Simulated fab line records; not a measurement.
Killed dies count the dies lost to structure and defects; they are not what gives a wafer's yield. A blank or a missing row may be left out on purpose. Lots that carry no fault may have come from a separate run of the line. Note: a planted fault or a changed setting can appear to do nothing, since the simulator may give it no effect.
A struck lot beside a sound one ; flow sky130 ; 15 out of 708 route steps
Sound: the wafers L398.1, L398.5, L398.6. Struck: wafers L406.1, L406.4, L406.6. The cause comes at the end.
At each step with rows: each side's tool, then ch and its chambers, then its first start. Under that, the readings that differ: sound wafers ; struck wafers ; difference of the means ; sigmas: that difference in standard deviations of wafers without a fault.
alike: readings whose means differ by less than 2 such deviations, and words and numbers that are the same on both sides. not compared: withheld readings, readings that some wafer has no value for, bounds like >300 that may hide the same value, and numbers for which the record gives no deviation and whose values overlap.
A row with sigmas, a row that says differs or no value, or rows on one side alone: a step with any of these is where the two part. Numbers that have no deviation but don't overlap get no sigmas and don't part them. Lack of a reading on every wafer of one side parts them only where that side has two or more wafers.

SKY_VIA2_CMP_02: polishes SiO2.
  sound on cmp-01 ch 0,1,2, day 37 07:10; struck on cmp-02 ch 2,3, day 39 16:24
  alike: motor_current_A
SKY_VIA2_BOW_MEAS_03:
  sound on film_metro-04 at day 37 07:19; struck on film_metro-02 at day 39 16:42
  alike: VIA2_BOW
then, 8 steps without rows for these wafers: SKY_VIA2_DEHYDRATE_04 (time 60 s); SKY_VIA2_HMDS_05 (prime time 60 s); SKY_VIA2_COAT_06 (resist thk 60 nm); SKY_VIA2_COAT_07 (resist thk 450 nm); SKY_VIA2_SOFTBAKE_08 (time 90 s); SKY_VIA2_EXPOSE_09 (exposes mask VIM2, target cd 200 nm); SKY_VIA2_PEB_10; SKY_VIA2_DEVELOP_11 (develop time 60 s).
SKY_VIA2_CD_MEAS_12: the cd target is 200 nm.
  sound on cd_sem-02 at day 38 09:02; struck on cd_sem-02 at day 40 17:32
  alike: cd_nm
SKY_VIA2_OVL_MEAS_13:
  sound on overlay-02 at day 38 09:09; struck on overlay-02 at day 40 17:39
  alike: VIA2_OVL
SKY_VIA2_ETCH_14: etches BARC in N2/H2, stops on SiO2, time 45.9 s, target depth 60 nm.
  sound on rie_diel-01 ch 0,3, day 38 09:11; struck on rie_diel-01 ch 2,3, day 40 17:41
reading;sound;struck;difference;sigmas
bias_w (W);100.02 99.95 99.38;107.63 107.76 107.35;+7.80;+27
  alike: chamber_pressure_mTorr, drypump_motor_current_A, oes_product_au, throttle_valve_pct
  not compared: rf_hours_counter_h
SKY_VIA2_ETCH_15: etches SiO2 in C4F8/O2/Ar, stops on TiN, target depth 546 nm, time 84 s.
  sound on rie_diel-01 ch 0,3, day 38 09:14; struck on rie_diel-01 ch 2,3, day 40 17:44
  alike: bias_w, chamber_pressure_mTorr, oes_product_au
  not compared: rf_hours_counter_h
-- the record jumps here: 9 days lie between the struck wafers' starts before and after (it left off in module VIA2 and takes up again in module PAD_OPEN, whose first step shown is number 708 of the route) --
SKY_PAD_OPEN_PROBE_99:
  sound on prober-02 at day 47 11:53; struck on prober-02 at day 49 07:13
  alike: defect_limited_yield, killed_at_M0_to_M3, killed_at_M4_up, killed_at_contacts, killed_at_front_end, killed_at_other, killed_dies, killed_open, killed_short, sort_bin_3_pad_short, sort_bin_5_function, sort_bin_6_memory, sort_n_pass, sort_yield_pct

## WHERE THEY PART
Within this record, at SKY_VIA2_ETCH_14 only. Later steps at which nothing parts them and some readings are alike: SKY_VIA2_ETCH_15, SKY_PAD_OPEN_PROBE_99.

WHY: what had been put in by the simulator
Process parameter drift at SKY_VIA2_ETCH_14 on rie_diel-01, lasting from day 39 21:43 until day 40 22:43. From 100, the setting bias_w moved by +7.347. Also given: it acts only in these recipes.
